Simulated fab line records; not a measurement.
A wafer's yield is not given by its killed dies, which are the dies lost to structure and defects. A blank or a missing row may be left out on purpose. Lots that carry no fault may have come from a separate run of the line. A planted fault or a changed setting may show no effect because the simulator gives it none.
What tool caused it? || flow sky130 || 12 lots with 36 wafers sampled at 3 steps, on a route of 708 steps

WHAT THE GAUGES READ, wafer by wafer
SKY_RES_PROTECT_TW_MEAS_08.
{"lot": "L246", "measured": "day 15 08:53", "on": "film_metro-01", "POLY_GATE_TW": "4095 4060 4057"}
{"lot": "L247", "measured": "day 15 20:27", "on": "film_metro-02", "POLY_GATE_TW": "4049 4022 4041"}
{"lot": "L249", "measured": "day 16 09:23", "on": "film_metro-02", "POLY_GATE_TW": "4027 4061 4049"}
{"lot": "L250", "measured": "day 17 00:44", "on": "film_metro-02", "POLY_GATE_TW": "4094 4075 4060"}
{"lot": "L251", "measured": "day 17 07:20", "on": "film_metro-04", "POLY_GATE_TW": "4020 3995 3989"}
{"lot": "L257", "measured": "day 19 05:13", "on": "film_metro-01", "POLY_GATE_TW": "4077 4081 4073"}
{"lot": "L258", "measured": "day 19 14:32", "on": "film_metro-04", "POLY_GATE_TW": "4039 4015 4046"}
{"lot": "L259", "measured": "day 20 00:44", "on": "film_metro-01", "POLY_GATE_TW": "4066 4072 4080"}
{"lot": "L260", "measured": "day 20 09:26", "on": "film_metro-01", "POLY_GATE_TW": "4057 4070 4055"}
{"lot": "L261", "measured": "day 20 15:41", "on": "film_metro-04", "POLY_GATE_TW": "30 30 30"}
{"lot": "L262", "measured": "day 21 13:04", "on": "film_metro-04", "POLY_GATE_TW": "3999 4009 4002"}
{"lot": "L265", "measured": "day 22 05:04", "on": "film_metro-04", "POLY_GATE_TW": "4018 4017 4025"}

SKY_POLY_GATE_CD_MEAS_22.
{"lot": "L246", "measured": "day 16 16:46", "on": "cd_sem-02", "cd_nm (nm)": "149.1 152.8 148.5"}
{"lot": "L247", "measured": "day 17 04:46", "on": "cd_sem-01", "cd_nm (nm)": "145.2 145.5 143.7"}
{"lot": "L249", "measured": "day 17 18:48", "on": "cd_sem-01", "cd_nm (nm)": "148.7 151.5 147.4"}
{"lot": "L250", "measured": "day 18 09:58", "on": "cd_sem-02", "cd_nm (nm)": "153.4 150.4 151.6"}
{"lot": "L251", "measured": "day 18 18:47", "on": "cd_sem-02", "cd_nm (nm)": "149.6 151.2 145.8"}
{"lot": "L257", "measured": "day 20 16:20", "on": "cd_sem-02", "cd_nm (nm)": "147.4 146.4 148.0"}
{"lot": "L258", "measured": "day 21 01:08", "on": "cd_sem-01", "cd_nm (nm)": "151.0 149.8 150.4"}
{"lot": "L259", "measured": "day 21 10:50", "on": "cd_sem-02", "cd_nm (nm)": "149.3 144.9 152.3"}
{"lot": "L260", "measured": "day 21 19:52", "on": "cd_sem-02", "cd_nm (nm)": "151.1 150.5 147.7"}
{"lot": "L261", "measured": "day 22 02:28", "on": "cd_sem-02", "cd_nm (nm)": "149.1 150.5 148.6"}
{"lot": "L262", "measured": "day 23 00:08", "on": "cd_sem-02", "cd_nm (nm)": "147.9 153.5 150.0"}
{"lot": "L265", "measured": "day 23 15:14", "on": "cd_sem-01", "cd_nm (nm)": "149.8 150.3 152.5"}

TOOL THAT RAN EACH LOT (tool first, then ch and the chambers of the sampled wafers, then the start)
{"lot": "L246", "SKY_RES_PROTECT_EXPOSE_04": "iline_stepper-01 ch 0, day 14 20:05"}
{"lot": "L247", "SKY_RES_PROTECT_EXPOSE_04": "iline_stepper-02 ch 0, day 15 06:16"}
{"lot": "L249", "SKY_RES_PROTECT_EXPOSE_04": "iline_stepper-01 ch 0, day 15 19:53"}
{"lot": "L250", "SKY_RES_PROTECT_EXPOSE_04": "iline_stepper-01 ch 0, day 16 10:09"}
{"lot": "L251", "SKY_RES_PROTECT_EXPOSE_04": "iline_stepper-02 ch 0, day 16 16:42"}
{"lot": "L257", "SKY_RES_PROTECT_EXPOSE_04": "iline_stepper-01 ch 0, day 18 15:04"}
{"lot": "L258", "SKY_RES_PROTECT_EXPOSE_04": "iline_stepper-02 ch 0, day 18 23:03"}
{"lot": "L259", "SKY_RES_PROTECT_EXPOSE_04": "iline_stepper-02 ch 0, day 19 08:56"}
{"lot": "L260", "SKY_RES_PROTECT_EXPOSE_04": "iline_stepper-02 ch 0, day 19 18:21"}
{"lot": "L261", "SKY_RES_PROTECT_EXPOSE_04": "iline_stepper-01 ch 0, day 20 00:37"}
{"lot": "L262", "SKY_RES_PROTECT_EXPOSE_04": "iline_stepper-02 ch 0, day 20 21:04"}
{"lot": "L265", "SKY_RES_PROTECT_EXPOSE_04": "iline_stepper-01 ch 0, day 21 14:40"}
- SKY_RES_PROTECT_EXPOSE_04: exposes mask RPM, target cd 1270 nm.

WHAT THE TOOLS THEMSELVES READ (means of the sampled wafers that have a number; where no wafer has one, the mark that the record gives instead)
The record holds no such reading with a usual standard deviation.

THE ANSWER, worked out from the rows above alone
Rule: the usual values come from the lots themselves. Put in order of their means at a reading, lots are off if they are a third of the lots or fewer, leave a main group of 4 or more, and stand apart from it by a gap of 3 or more times the standard deviation of the main group's means; of several such gaps the widest counts. The tables above print the reading to a certain number of digits; a main group whose means all agree to those digits is not used. Also off: a lot with no number at a reading for which 4 or more lots have one. Where the step has rows for the other lots, those lots are counted as sound. First the gauges in route order, then the tools' own readings, where a lot's mean is used as printed above. At the first step where some lot is off, the reading lying furthest off is the one used; lots without a number count as furthest.
Off: at SKY_RES_PROTECT_TW_MEAS_08 (POLY_GATE_TW), L261. For the main group the mean is 4045 and the standard deviation 27.
If a tool, at a process step before that reading, ran all the lots that are off and no sound lot after the first of them, it fits. Gauges at SKY_RES_PROTECT_TW_MEAS_08: tried the same way as those tools. None of those tried fits.

WHAT THE SIMULATOR HAD INSERTED
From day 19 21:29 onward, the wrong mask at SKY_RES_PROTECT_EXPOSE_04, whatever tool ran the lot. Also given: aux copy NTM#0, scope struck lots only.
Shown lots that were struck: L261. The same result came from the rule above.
